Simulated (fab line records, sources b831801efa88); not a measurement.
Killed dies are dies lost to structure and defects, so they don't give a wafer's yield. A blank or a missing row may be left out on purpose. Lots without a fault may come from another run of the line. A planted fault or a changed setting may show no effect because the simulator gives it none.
A struck lot beside a sound one | flow sky130 | 25 steps out of a route of 708
Sound: wafers L654.1, L654.2, L654.4. Struck: wafer L650.1. (L650.6 of the same lot was not struck and is left out.) The cause comes at the end.
At each step with rows: each side's tool, then ch and its chambers, then its first start. Under that, the readings that differ: sound wafers | struck wafers | difference of the means | sigmas: that difference in standard deviations of wafers without a fault.
alike: readings whose means differ by less than 2 such deviations, and words and numbers that are the same on both sides. not compared: withheld readings, readings that some wafer has no value for, bounds like >300 that may hide the same value, and numbers for which the record gives no deviation and whose values overlap.
The two part at a step that has a row with sigmas, a row that says differs or no value, or rows on one side only. Numbers that don't overlap but have no deviation are shown without sigmas and don't part them. A reading that every wafer of one side lacks parts them only if that side has two wafers or more.

first, 1 step without rows for these wafers: SKY_LI_CONTACT_PRE_CLEAN_18 (time 5.6 s).
SKY_LI_CONTACT_SPUTTER_19: material Ti, target thk 20 nm, time 106.37 s.
  sound on pvd_sputter-03, day 34 21:53; struck on pvd_sputter-03, day 33 06:48
  alike: throttle_valve_pct
SKY_LI_CONTACT_SPUTTER_20: material TiN, target thk 20 nm, time 80 s.
  sound on pvd_sputter-03, day 34 21:58; struck on pvd_sputter-03, day 33 06:53
  alike: throttle_valve_pct
SKY_LI_CONTACT_CVD_21: deposits W, target thk 400 nm, time 120.56 s.
  sound on cvd_w-01 ch 0,1, day 34 22:01; struck on cvd_w-02 ch 1, day 33 06:56
  alike: heater_power_outer_w, heater_power_w
SKY_LI_CONTACT_RS_MEAS_22: measures by four-point-probe.
  sound on film_metro-02, day 34 22:09; struck on film_metro-01, day 33 07:04
  alike: LI_CONTACT_W_RS
SKY_LI_CONTACT_THK_MEAS_23: measures by xrf.
  sound on film_metro-02, day 34 22:16; struck on film_metro-01, day 33 07:11
  alike: LI_CONTACT_W_THK
SKY_LI_CONTACT_CMP_24: polishes, stops on PSG, t overpolish 20 s, target thk 0 nm.
  sound on cmp-01 ch 1,2,3, day 34 22:23; struck on cmp-02 ch 0, day 33 07:17
  alike: head_pressure_psi, motor_current_A, overpolish_run_s, slurry_filter_dp_kPa, time_to_endpoint_s
then, 1 step without rows for these wafers: SKY_LOCAL_INTERCONNECT_SPUTTER_00 (material TiN, target thk 100 nm, time 83.3 s).
SKY_LOCAL_INTERCONNECT_RS_MEAS_01: measures by four-point-probe.
  sound on film_metro-04, day 34 22:41; struck on film_metro-04, day 33 07:37
  alike: LOCAL_INTERCONNECT_TIN_RS
SKY_LOCAL_INTERCONNECT_THK_MEAS_02: measures by xrf.
  sound on film_metro-04, day 34 22:49; struck on film_metro-04, day 33 07:44
  alike: LOCAL_INTERCONNECT_TIN_THK
then, 2 steps without rows for these wafers: SKY_LOCAL_INTERCONNECT_DEHYDRATE_03 (time 60 s); SKY_LOCAL_INTERCONNECT_HMDS_04 (prime time 60 s).
SKY_LOCAL_INTERCONNECT_COAT_05: resist thk 60 nm.
  sound on litho_track-03 ch 0, day 35 11:04; struck on litho_track-02 ch 0, day 33 21:00
  not compared: chill_plate_temp_C
then, 5 steps without rows for these wafers: SKY_LOCAL_INTERCONNECT_COAT_06 (resist thk 450 nm); SKY_LOCAL_INTERCONNECT_SOFTBAKE_07 (time 90 s); SKY_LOCAL_INTERCONNECT_EXPOSE_08 (exposes mask LI1M, target cd 170 nm); SKY_LOCAL_INTERCONNECT_PEB_09; SKY_LOCAL_INTERCONNECT_DEVELOP_10 (develop time 60 s).
SKY_LOCAL_INTERCONNECT_CD_MEAS_11: target cd 170 nm.
  sound on cd_sem-02, day 36 01:07; struck on cd_sem-02, day 34 09:31
  alike: cd_nm
SKY_LOCAL_INTERCONNECT_OVL_MEAS_12:
  sound on overlay-01, day 36 01:14; struck on overlay-02, day 34 09:38
  alike: LOCAL_INTERCONNECT_OVL
SKY_LOCAL_INTERCONNECT_ETCH_13: etches BARC in N2/H2, stops on SiO2, time 45.9 s, target depth 60 nm.
  sound on rie_metal-02 ch 0,1, day 36 01:16; struck on rie_metal-03 ch 0, day 34 09:40
  reading                     | sound             | struck | difference | sigmas
  drypump_motor_current_A (A) | 6.3 6.6 6.6       | 5.7    | -0.8       | -2
  oes_product_au (a.u.)       | 0.860 0.849 0.855 | 0.972  | +0.117     | +25
  model.etch.depth_nm (nm)    | 59.97 59.86 59.99 | 76.67  | +16.73     |
  alike: throttle_valve_pct
  not compared: rf_hours_counter_h
SKY_LOCAL_INTERCONNECT_METAL_ETCH_14: etches TiN in Cl2/BCl3, stops on PSG, target depth 110 nm, time 31.4 s.
  sound on rie_metal-02 ch 0,1, day 36 01:20; struck on rie_metal-03 ch 0, day 34 09:43
  reading                     | sound       | struck | difference | sigmas
  drypump_motor_current_A (A) | 6.3 6.6 6.6 | 5.7    | -0.8       | -2
  alike: oes_product_au, throttle_valve_pct
  not compared: rf_hours_counter_h
SKY_LOCAL_INTERCONNECT_STRIP_15: strips in O2/N2.
  sound on plasma_asher-02 ch 0,1, day 36 01:23; struck on plasma_asher-02 ch 0, day 34 09:47
  reading                      | sound             | struck | difference | sigmas
  strip_time_to_endpoint_s (s) | 4.720 4.727 4.713 | 4.932  | +0.212     | +11
  alike: drypump_motor_current_A, oes_product_au
  not compared: rf_hours_counter_h
then, 1 step without rows for these wafers: SKY_LOCAL_INTERCONNECT_STRIP_16 (strips in post etch residue remover, time 1200 s).
-- the record jumps here: 14 days lie between the struck wafers' starts before and after (it left off in module LOCAL_INTERCONNECT and takes up again in module PAD_OPEN, whose first step shown is number 708 of the route) --
SKY_PAD_OPEN_PROBE_99:
  the record has rows for the struck wafers here (prober-01, day 48 21:05) and none for the sound ones

WHERE THEY PART
First at SKY_LOCAL_INTERCONNECT_ETCH_13; last, within this record, at SKY_PAD_OPEN_PROBE_99.

WHY: what the simulator had put in
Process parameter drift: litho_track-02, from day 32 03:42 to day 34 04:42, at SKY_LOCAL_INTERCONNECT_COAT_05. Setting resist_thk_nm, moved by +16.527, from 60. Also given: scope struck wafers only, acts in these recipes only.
